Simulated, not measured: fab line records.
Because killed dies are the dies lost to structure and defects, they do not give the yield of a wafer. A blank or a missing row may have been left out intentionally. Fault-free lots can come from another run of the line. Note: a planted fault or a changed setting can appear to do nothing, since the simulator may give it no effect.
Matching of chambers / flow sky130 / SKY_PASSIVATION_CVD_02 on pecvd-01: 3 sister chambers
The step deposits Si3N4, target thk 540 nm. 3 wafers are shown with their chamber, then 11 later ones without.

## WAFERS WITH THEIR CHAMBER
wafer=L083.6; chamber=2; heater-power-w (W)=672
wafer=L085.4; chamber=0; heater-power-w (W)=660
wafer=L088.1; chamber=1; heater-power-w (W)=512

## WAFERS MISSING THEIR CHAMBER
wafer=L088.3; heater-power-w (W)=599
wafer=L088.6; heater-power-w (W)=610
wafer=L089.1; heater-power-w (W)=642
wafer=L089.3; heater-power-w (W)=681
wafer=L089.6; heater-power-w (W)=681
wafer=L092.1; heater-power-w (W)=538
wafer=L092.4; heater-power-w (W)=578
wafer=L092.5; heater-power-w (W)=620
wafer=L096.2; heater-power-w (W)=670
wafer=L096.3; heater-power-w (W)=589
wafer=L096.5; heater-power-w (W)=636

## WHICH CHAMBER EACH ONE RAN IN
wafer=L088.3; from the rows above=can't be placed: 0 or 2 or 1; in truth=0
wafer=L088.6; from the rows above=can't be placed: 0 or 2 or 1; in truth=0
wafer=L089.1; from the rows above=can't be placed: 0 or 2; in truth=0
wafer=L089.3; from the rows above=can't be placed: 2 or 0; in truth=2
wafer=L089.6; from the rows above=can't be placed: 2 or 0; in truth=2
wafer=L092.1; from the rows above=1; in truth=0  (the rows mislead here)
wafer=L092.4; from the rows above=can't be placed: 1 or 0 or 2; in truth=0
wafer=L092.5; from the rows above=can't be placed: 0 or 2 or 1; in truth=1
wafer=L096.2; from the rows above=can't be placed: 2 or 0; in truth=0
wafer=L096.3; from the rows above=can't be placed: 0 or 1 or 2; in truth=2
wafer=L096.5; from the rows above=can't be placed: 0 or 2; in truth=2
Correct placement for 0 of the 11. These rows do not allow placing 10 (true chamber among the candidates in 10). 1 placed wrongly.
How it was worked out, from the rows above alone: a wafer's distance from a chamber is the root of the sum, over the readings, of the square of ((its reading less the chamber's mean) divided by the reading's scatter). If the next closest chamber is less than 2 further off than the closest, the wafer can't be placed; otherwise it belongs to the closest. For every chamber, the mean is computed from those of its wafers that are shown. The scatter: with one shown wafer a chamber, the root of the mean of the squares of how far each hidden wafer lies from its nearest shown one.
